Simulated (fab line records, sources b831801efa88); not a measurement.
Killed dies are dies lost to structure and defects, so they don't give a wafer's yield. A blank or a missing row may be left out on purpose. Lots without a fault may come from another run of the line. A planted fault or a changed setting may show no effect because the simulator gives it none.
Which tool did it? | flow sfq_line | 14 lots, 40 wafers sampled, at 4 steps of a route of 325

WHAT THE GAUGES READ, wafer by wafer
SFQ_I1_OVL_MEAS_913. Usual: I1_OVL 0 nm, standard deviation 6.1.
lot  | measured     | on         | I1_OVL (nm) | flag
L111 | day 17 07:56 | overlay-02 | 4 -1 3      |
L112 | day 17 18:44 | overlay-02 | -5 -4 -2    |
L113 | day 18 12:45 | overlay-02 | 10 3 5      |
L114 | day 19 02:56 | overlay-02 | -6 -1 -4    |
L115 | day 19 06:32 | overlay-02 | 18 16 18    |
L116 | day 19 19:44 | overlay-01 | -6 14 -4    |
L117 | day 20 05:20 | overlay-01 | -4 -16 -4   |
L122 | day 21 22:08 | overlay-01 | 2 1 2       |
L123 | day 22 02:56 | overlay-01 | 1 -4        |
L126 | day 23 09:30 | overlay-01 | 7 4         |
L128 | day 23 22:43 | overlay-02 | 0 -10 0     |
L130 | day 24 13:06 | overlay-02 | 0 0 0       |
L132 | day 25 02:26 | overlay-01 | 2 -7 -2     |
L133 | day 25 08:25 | overlay-01 | -9 3 -8     |

WHICH TOOL RAN EACH LOT (tool, then ch and the chambers of the sampled wafers, then the start)
lot  | SFQ_TRILAYER_L0_LITHO_PEB_008    | SFQ_TRILAYER_L0_STRIP_STRIP_009  | SFQ_TRILAYER_M0_STRIP_STRIP_025
L111 | litho_track-02 ch 0, day 2 23:59 | rie_metal-02 ch 0, day 3 00:29   | rie_metal-04 ch 0,1, day 7 08:22
L112 | litho_track-01 ch 0, day 3 05:59 | rie_metal-04 ch 0,1, day 3 06:23 | rie_metal-04 ch 0,1, day 7 13:10
L113 | litho_track-04 ch 0, day 3 12:02 | rie_metal-02 ch 0,1, day 3 12:35 | rie_metal-01 ch 0,1, day 8 00:10
L114 | litho_track-02 ch 0, day 3 16:47 | rie_metal-02 ch 0,1, day 3 17:13 | rie_metal-03 ch 0,1, day 8 08:22
L115 | litho_track-02 ch 0, day 3 21:36 | rie_metal-01 ch 0,1, day 3 21:59 | rie_metal-04 ch 0,1, day 8 11:58
L116 | litho_track-01 ch 0, day 4 06:45 | rie_metal-02 ch 0,1, day 4 07:10 | rie_metal-03 ch 0,1, day 8 20:22
L117 | litho_track-02 ch 0, day 4 12:47 | rie_metal-04 ch 0,1, day 4 13:10 | rie_metal-04 ch 0,1, day 9 02:28
L122 | litho_track-02 ch 0, day 5 15:11 | rie_metal-02 ch 0,1, day 5 15:34 | rie_metal-01 ch 0,1, day 10 11:10
L123 | litho_track-02 ch 0, day 5 19:59 | rie_metal-01 ch 0, day 5 20:22   | rie_metal-03 ch 0,1, day 10 13:34
L126 | litho_track-02 ch 0, day 6 09:56 | rie_metal-02 ch 1, day 6 10:19   | rie_metal-04 ch 0, day 11 02:46
L128 | litho_track-04 ch 0, day 6 18:23 | rie_metal-01 ch 0,1, day 6 18:55 | rie_metal-01 ch 0,1, day 11 11:22
L130 | litho_track-01 ch 0, day 7 05:08 | rie_metal-02 ch 0,1, day 7 05:31 | rie_metal-03 ch 0,1, day 12 05:02
L132 | litho_track-01 ch 0, day 7 15:44 | rie_metal-02 ch 0,1, day 7 16:08 | rie_metal-04 ch 0,1, day 12 18:10
L133 | litho_track-01 ch 0, day 7 19:18 | rie_metal-02 ch 0,1, day 7 19:43 | rie_metal-04 ch 0,1, day 12 21:46
- SFQ_TRILAYER_L0_LITHO_PEB_008: peb time 60 s.
- SFQ_TRILAYER_L0_STRIP_STRIP_009: strips in O2.
- SFQ_TRILAYER_M0_STRIP_STRIP_025: strips in O2.

WHAT THE TOOLS THEMSELVES READ (means of the sampled wafers that have a number; where no wafer has one, the mark that the record gives instead)
SFQ_TRILAYER_L0_LITHO_PEB_008. Usual: chill_plate_temp_C 22.99 C, standard deviation 0.11; heater_power_total_W 79.15 W, standard deviation 0.063.
lot  | tool           | chill_plate_temp_C (C) | heater_power_total_W (W) | flag
L111 | litho_track-02 | 22.98                  | 79.16                    |
L112 | litho_track-01 | 23.13                  | 79.14                    |
L113 | litho_track-04 | 23.07                  | 79.23                    |
L114 | litho_track-02 | 22.96                  | 79.15                    |
L115 | litho_track-02 | 22.95                  | 79.18                    |
L116 | litho_track-01 | 23.07                  | 79.15                    |
L117 | litho_track-02 | 22.96                  | 79.15                    |
L122 | litho_track-02 | 22.94                  | 79.85                    | OFF
L123 | litho_track-02 | 22.81                  | 79.69                    | OFF
L126 | litho_track-02 | 23.13                  | 79.68                    | OFF
L128 | litho_track-04 | 23.13                  | 79.14                    |
L130 | litho_track-01 | 23.03                  | 79.12                    |
L132 | litho_track-01 | 22.84                  | 79.18                    |
L133 | litho_track-01 | 23.02                  | 79.21                    |

SFQ_TRILAYER_L0_STRIP_STRIP_009. Usual: drypump_motor_current_A 5.9 A, standard deviation 0.42; he_backside_leak_sccm 3.4 sccm, standard deviation 0.36; oes_product_au 1.004 a.u., standard deviation 0.012.
lot  | tool         | drypump_motor_current_A (A) | he_backside_leak_sccm (sccm) | oes_product_au (a.u.) | flag
L111 | rie_metal-02 | 6.3                         | 3.4                          | 1.006                 |
L112 | rie_metal-04 | 6.0                         | 3.3                          | 1.006                 |
L113 | rie_metal-02 | 6.0                         | 3.2                          | 1.004                 |
L114 | rie_metal-02 | 6.0                         | 3.3                          | 1.000                 |
L115 | rie_metal-01 | 5.2                         | 3.6                          | 1.006                 |
L116 | rie_metal-02 | 6.0                         | 3.3                          | 0.999                 |
L117 | rie_metal-04 | 6.0                         | 3.3                          | 1.017                 |
L122 | rie_metal-02 | 6.0                         | 3.1                          | 0.985                 |
L123 | rie_metal-01 | 5.0                         | 3.5                          | 1.006                 |
L126 | rie_metal-02 | 5.8                         | 3.2                          | 1.008                 |
L128 | rie_metal-01 | 5.2                         | 3.6                          | 1.003                 |
L130 | rie_metal-02 | 6.0                         | 3.2                          | 0.999                 |
L132 | rie_metal-02 | 6.1                         | 3.1                          | 1.003                 |
L133 | rie_metal-02 | 6.2                         | 3.2                          | 1.002                 |

SFQ_TRILAYER_M0_STRIP_STRIP_025. Usual: drypump_motor_current_A 5.7 A, standard deviation 0.53; he_backside_leak_sccm 3.35 sccm, standard deviation 0.23; oes_product_au 1.006 a.u., standard deviation 0.012.
lot  | tool         | drypump_motor_current_A (A) | he_backside_leak_sccm (sccm) | oes_product_au (a.u.) | flag
L111 | rie_metal-04 | 5.9                         | 3.03                         | 1.021                 |
L112 | rie_metal-04 | 5.9                         | 3.16                         | 1.024                 |
L113 | rie_metal-01 | 5.4                         | 3.83                         | 1.006                 |
L114 | rie_metal-03 | 6.0                         | 3.23                         | 1.002                 |
L115 | rie_metal-04 | 5.9                         | 3.55                         | 1.017                 |
L116 | rie_metal-03 | 5.5                         | 3.13                         | 1.000                 |
L117 | rie_metal-04 | 6.0                         | 3.20                         | 1.013                 |
L122 | rie_metal-01 | 5.4                         | 3.53                         | 1.000                 |
L123 | rie_metal-03 | 5.8                         | 3.24                         | 1.006                 |
L126 | rie_metal-04 | 6.1                         | 3.37                         | 1.006                 |
L128 | rie_metal-01 | 5.4                         | 3.44                         | 0.992                 |
L130 | rie_metal-03 | 6.1                         | 3.22                         | 1.005                 |
L132 | rie_metal-04 | 5.9                         | 3.31                         | 1.010                 |
L133 | rie_metal-04 | 6.0                         | 3.15                         | 1.020                 |

THE ANSWER, worked out from the rows above alone
Rule: a lot is off if the mean of its wafers that have a number lies more than 3 standard deviations from the usual mean. A lot without any number at a reading at which 4 lots or more have one is off too. The other lots that the step has rows for count as sound. The gauges are gone through in route order, then the tools' own readings, and for those a lot's mean is taken as printed above. The first step at which some lot is off is used, and at that step the reading that is off furthest; a lot without a number counts as furthest.
Off: L122, L123, L126, at SFQ_TRILAYER_L0_LITHO_PEB_008 (heater_power_total_W).
A tool fits if, at that step or a process step before it, it ran every lot that is off, and no sound lot after the first of them. One fits: litho_track-02 at SFQ_TRILAYER_L0_LITHO_PEB_008. Its last sound lot is L117 (day 4 12:47), its first lot that is off L122 (day 5 15:11): a fault that began between those two fits.
The tool's own readings at SFQ_TRILAYER_L0_LITHO_PEB_008 bear it out: on the lots that are off they differ by more than 5 times the standard deviation of the sound lots' means. heater_power_total_W reads 79.74 W there against 79.16 W on the sound lots.

WHAT THE SIMULATOR HAD PUT IN
Process parameter drift: litho_track-02, from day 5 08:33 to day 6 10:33, at SFQ_TRILAYER_L0_LITHO_PEB_008. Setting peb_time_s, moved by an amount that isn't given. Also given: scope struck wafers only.
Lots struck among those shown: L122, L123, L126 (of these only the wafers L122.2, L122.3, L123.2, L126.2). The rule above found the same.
